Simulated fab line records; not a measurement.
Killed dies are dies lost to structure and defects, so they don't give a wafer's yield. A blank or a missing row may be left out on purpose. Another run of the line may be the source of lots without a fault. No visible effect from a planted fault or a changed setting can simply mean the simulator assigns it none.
Which tool did it? | flow sky130 | Sampling: 6 lots, 18 wafers, 2 of 708 route steps

WHAT EACH GAUGE READ, for each wafer
SKY_SONOS_TUNNEL_CD_MEAS_07: target cd 410 nm.
lot  | measured     | on       | cdNm (nm)
L492 | day 11 23:55 | cdSem-01 | 408.8 406.0 407.0
L494 | day 12 12:56 | cdSem-01 | 412.6 413.1 411.6
L497 | day 13 22:56 | cdSem-01 | 409.6 410.4 408.5
L500 | day 14 16:38 | cdSem-02 | 410.8 409.5 409.9
L507 | day 17 08:08 | cdSem-01 | 408.5 413.1 411.4
L511 | day 18 06:14 | cdSem-01 | 408.5 405.8 406.2

WHAT TOOL EACH LOT RAN ON (gives the tool, then ch and the chambers of the sampled wafers, and finally the start)
lot  | SKY_SONOS_TUNNEL_DEVELOP_06
L492 | lithoTrack-02 ch 0, day 11 23:46
L494 | lithoTrack-03 ch 0, day 12 12:48
L497 | lithoTrack-02 ch 0, day 13 22:47
L500 | lithoTrack-01 ch 0, day 14 16:29
L507 | lithoTrack-01 ch 0, day 17 07:59
L511 | lithoTrack-01 ch 0, day 18 06:07
- SKY_SONOS_TUNNEL_DEVELOP_06: develop time 60 s.

THE ANSWER, worked out from the rows above alone
Rule: the usual values come from the lots themselves. The widest of any qualifying gaps counts: lots, ordered by their means at a reading, are off when they make up no more than a third of the lots, leave a main group of 4 or more, and stand apart from it by 3 or more times the standard deviation of that group's means. A main group whose means are all the same, to the digits that the tables above print for the reading, isn't used. A lot without any number at a reading at which 4 lots or more have one is off too. Where the step has rows for the other lots, those lots are counted as sound.
No lot is off on any of the readings shown, so nothing can be concluded from this.

WHAT THE SIMULATOR HAD INSERTED
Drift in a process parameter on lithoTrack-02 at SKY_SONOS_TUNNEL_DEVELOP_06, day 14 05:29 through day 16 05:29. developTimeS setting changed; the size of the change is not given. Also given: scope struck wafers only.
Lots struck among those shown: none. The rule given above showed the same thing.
